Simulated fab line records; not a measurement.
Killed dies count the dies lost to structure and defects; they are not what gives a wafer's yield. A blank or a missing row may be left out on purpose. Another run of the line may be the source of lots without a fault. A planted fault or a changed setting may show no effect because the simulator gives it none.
Which of the tools did it?	flow gf180mcu	14 lots, 40 wafers sampled, at 4 steps of a route of 602

## WHAT EACH GAUGE READ, for each wafer
GF_VT_IMPLANT_OVL_MEAS_29. Usual: VT_IMPLANT_02_OVL 0.0 nm, standard deviation 1.4.
lot	measured	on	VT_IMPLANT_02_OVL (nm)	flag
L358	day 7 02:34	overlay-02	3.4 0.8 2.3	
L360	day 7 08:53	overlay-01	-1.6 -2.5 -3.3	
L361	day 8 00:31	overlay-01	-1.1 -1.6 -0.8	
L365	day 9 03:05	overlay-02	0.3 1.3	
L368	day 9 15:41	overlay-01	-1.2 0.5	
L372	day 11 06:43	overlay-01	-1.2 -0.5 -2.0	
L373	day 11 08:59	overlay-01	-1.6 -1.0 -1.8	
L374	day 11 14:55	overlay-01	-0.8 -0.2 0.6	
L375	day 11 21:43	overlay-01	-1.3 -2.9 -2.2	
L377	day 12 02:16	overlay-01	-1.6 1.8 -0.1	
L378	day 12 06:25	overlay-01	-1.3 -1.0 -0.9	
L379	day 12 17:32	overlay-02	0.3 3.8 2.0	
L380	day 12 19:46	overlay-01	-0.2 -0.6 1.0	
L381	day 12 22:47	overlay-02	2.5 1.4 1.8	

GF_VT_IMPLANT_RS_MEAS_46: the measuring method here is four-point-probe. Usual: MVSD_RS 456.9 ohm/sq, standard deviation 1.3.
lot	measured	on	MVSD_RS (ohm/sq)	flag
L358	day 7 18:38	filmMetro-04	457.2 457.7 456.0	
L360	day 8 01:25	filmMetro-01	457.6 457.6 457.0	
L361	day 8 16:34	filmMetro-04	456.7 458.0 458.0	
L365	day 9 21:16	filmMetro-04	458.2 458.4	
L368	day 10 09:50	filmMetro-02	457.9 457.4	
L372	day 12 02:11	filmMetro-01	455.0 456.0 457.5	
L373	day 12 03:50	filmMetro-04	457.7 459.5 458.0	
L374	day 12 10:22	filmMetro-01	457.0 456.5 456.1	
L375	day 12 17:25	filmMetro-01	455.7 456.6 455.3	
L377	day 12 21:46	filmMetro-02	457.3 454.4 456.0	
L378	day 13 02:13	filmMetro-02	453.9 455.7 455.0	
L379	day 13 13:35	filmMetro-01	457.1 456.5 455.2	
L380	day 13 17:13	filmMetro-01	454.8 454.7 455.4	
L381	day 13 19:34	filmMetro-02	457.6 457.2 456.5	

GF_HV_LDD_OVL_MEAS_08. Usual: HV_LDD_OVL -0.2 nm, standard deviation 1.3.
lot	measured	on	HV_LDD_OVL (nm)	flag
L358	day 10 07:26	overlay-01	2.1 -1.2 -0.7	
L360	day 10 15:57	overlay-01	0.2 -0.4 -0.7	
L361	day 11 07:08	overlay-01	1.7 0.9 1.8	
L365	day 12 11:43	overlay-02	0.3 0.1	
L368	day 13 04:33	overlay-01	-0.7 -0.7	
L372	day 14 22:05	overlay-02	-0.5 1.3 -0.2	
L373	day 15 00:07	overlay-02	-1.5 -1.5 0.7	
L374	day 15 06:35	overlay-01	-0.2 0.7 -0.6	
L375	day 15 16:31	overlay-02	0.4 -1.1 0.9	
L377	day 15 21:26	overlay-01	0.2 -0.5 -1.1	
L378	day 16 04:07	overlay-01	1.4 -0.5 1.2	
L379	day 16 12:22	overlay-02	0.3 1.6 -2.2	
L380	day 16 17:05	overlay-02	1.7 0.1 1.3	
L381	day 16 20:30	overlay-02	0.0 -1.1 -1.5	

## WHAT TOOL EACH LOT RAN ON (gives the tool, then ch and the chambers of the sampled wafers, and finally the start)
lot	GF_POLY_GATE_PEB_08
L358	lithoTrack-01 ch 0, day 9 11:16
L360	lithoTrack-04 ch 0, day 9 19:37
L361	lithoTrack-01 ch 0, day 10 10:04
L365	lithoTrack-04 ch 0, day 11 13:58
L368	lithoTrack-04 ch 0, day 12 06:02
L372	lithoTrack-03 ch 0, day 13 22:37
L373	lithoTrack-03 ch 0, day 14 00:31
L374	lithoTrack-03 ch 0, day 14 07:37
L375	lithoTrack-03 ch 0, day 14 15:58
L377	lithoTrack-04 ch 0, day 14 19:50
L378	lithoTrack-03 ch 0, day 15 02:31
L379	lithoTrack-03 ch 0, day 15 12:22
L380	lithoTrack-04 ch 0, day 15 16:59
L381	lithoTrack-04 ch 0, day 15 19:09
- GF_POLY_GATE_PEB_08: peb time 90 s.

## AS READ BY THE TOOLS THEMSELVES (means over the sampled wafers that have a number; for cases with no such wafer, the mark the record gives instead)
GF_POLY_GATE_PEB_08. Usual: heaterPowerTotalW at 85.70 W, with a standard deviation of 0.078.
lot	tool	heaterPowerTotalW (W)	flag
L358	lithoTrack-01	85.67	
L360	lithoTrack-04	85.74	
L361	lithoTrack-01	85.76	
L365	lithoTrack-04	87.00	OFF
L368	lithoTrack-04	86.94	OFF
L372	lithoTrack-03	85.70	
L373	lithoTrack-03	85.65	
L374	lithoTrack-03	85.77	
L375	lithoTrack-03	85.70	
L377	lithoTrack-04	85.62	
L378	lithoTrack-03	85.72	
L379	lithoTrack-03	85.76	
L380	lithoTrack-04	85.57	
L381	lithoTrack-04	85.70	

## THE ANSWER, worked out from the rows above alone
Rule: a lot counts as off when the mean over its wafers that have a number is more than 3 standard deviations away from the usual mean. Also off: a lot with no number at a reading for which 4 or more lots have one. Any other lot the step has rows for is counted as sound. Order of review: gauges by route order, followed by the tools' own readings, for which a lot's mean as printed above is used. At the first step where some lot is off, the reading lying furthest off is the one used; lots without a number count as furthest.
Off at GF_POLY_GATE_PEB_08 (heaterPowerTotalW): L365, L368.
A tool fits if, at that step or a process step before it, it ran every lot that is off, and no sound lot after the first of them. None of those tried fits.

## WHAT THE SIMULATOR HAD PUT IN
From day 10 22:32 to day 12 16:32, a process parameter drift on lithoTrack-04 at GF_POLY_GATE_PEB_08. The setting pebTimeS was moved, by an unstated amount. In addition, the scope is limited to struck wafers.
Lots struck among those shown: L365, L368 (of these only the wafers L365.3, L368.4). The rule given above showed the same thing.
